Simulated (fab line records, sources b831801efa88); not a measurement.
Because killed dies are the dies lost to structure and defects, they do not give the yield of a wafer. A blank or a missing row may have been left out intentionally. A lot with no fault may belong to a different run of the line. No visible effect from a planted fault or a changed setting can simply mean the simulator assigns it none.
Chamber matching || flow sky130 || SKY_FIELD_ISO_ETCH_14 on rie-diel-03 has 4 sister chambers
The step etches BARC in N2/H2, stops on SiO2, time 45.9 s, target depth 60 nm. 7 wafers are shown with their chamber, then 7 later ones without.

## WAFERS, EACH WITH ITS CHAMBER
{"wafer": "L942.4", "chamber": 1, "drypump-motor-current-A (A)": 5.0, "oes-product-au (a.u.)": 0.859}
{"wafer": "L949.4", "chamber": 0, "drypump-motor-current-A (A)": 4.6, "oes-product-au (a.u.)": 0.859}
{"wafer": "L950.2", "chamber": 2, "drypump-motor-current-A (A)": 6.0, "oes-product-au (a.u.)": 0.855}
{"wafer": "L950.3", "chamber": 1, "drypump-motor-current-A (A)": 5.0, "oes-product-au (a.u.)": 0.852}
{"wafer": "L950.4", "chamber": 3, "drypump-motor-current-A (A)": 5.8, "oes-product-au (a.u.)": 0.853}
{"wafer": "L952.2", "chamber": 3, "drypump-motor-current-A (A)": 5.9, "oes-product-au (a.u.)": 0.863}
{"wafer": "L952.3", "chamber": 2, "drypump-motor-current-A (A)": 5.9, "oes-product-au (a.u.)": 0.854}

## WAFERS MISSING THEIR CHAMBER
{"wafer": "L952.6", "drypump-motor-current-A (A)": 5.9, "oes-product-au (a.u.)": 0.853}
{"wafer": "L955.1", "drypump-motor-current-A (A)": 5.8, "oes-product-au (a.u.)": 0.854}
{"wafer": "L955.4", "drypump-motor-current-A (A)": 5.0, "oes-product-au (a.u.)": 0.854}
{"wafer": "L955.6", "drypump-motor-current-A (A)": 5.8, "oes-product-au (a.u.)": 0.856}
{"wafer": "L956.1", "drypump-motor-current-A (A)": 6.0, "oes-product-au (a.u.)": 0.846}
{"wafer": "L956.2", "drypump-motor-current-A (A)": 4.6, "oes-product-au (a.u.)": 0.863}
{"wafer": "L956.5", "drypump-motor-current-A (A)": 5.0, "oes-product-au (a.u.)": 0.855}

## CHAMBER TAKEN BY EACH
{"wafer": "L952.6", "from the rows above": "can't be placed: 2 or 3", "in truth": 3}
{"wafer": "L955.1", "from the rows above": "can't be placed: 3 or 2", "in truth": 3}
{"wafer": "L955.4", "from the rows above": 1, "in truth": 1}
{"wafer": "L955.6", "from the rows above": "can't be placed: 3 or 2", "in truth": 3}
{"wafer": "L956.1", "from the rows above": "can't be placed: 2 or 3", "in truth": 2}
{"wafer": "L956.2", "from the rows above": 0, "in truth": 0}
{"wafer": "L956.5", "from the rows above": 1, "in truth": 1}
Correctly placed: 3 of 7. These rows do not allow placing 4 (true chamber among the candidates in 4). 0 placed wrongly.
How it was worked out, from the rows above alone: a wafer's distance from a chamber is the root of the sum, over the readings, of the square of ((its reading less the chamber's mean) divided by the reading's scatter). The wafer belongs to the nearest chamber; if the next one is less than 2 further off, it can't be placed. Each chamber's mean is taken over the wafers shown for it. The scatter: the root of (the sum of the squares of (reading less its chamber's mean) over the shown wafers, divided by (wafers less chambers)).
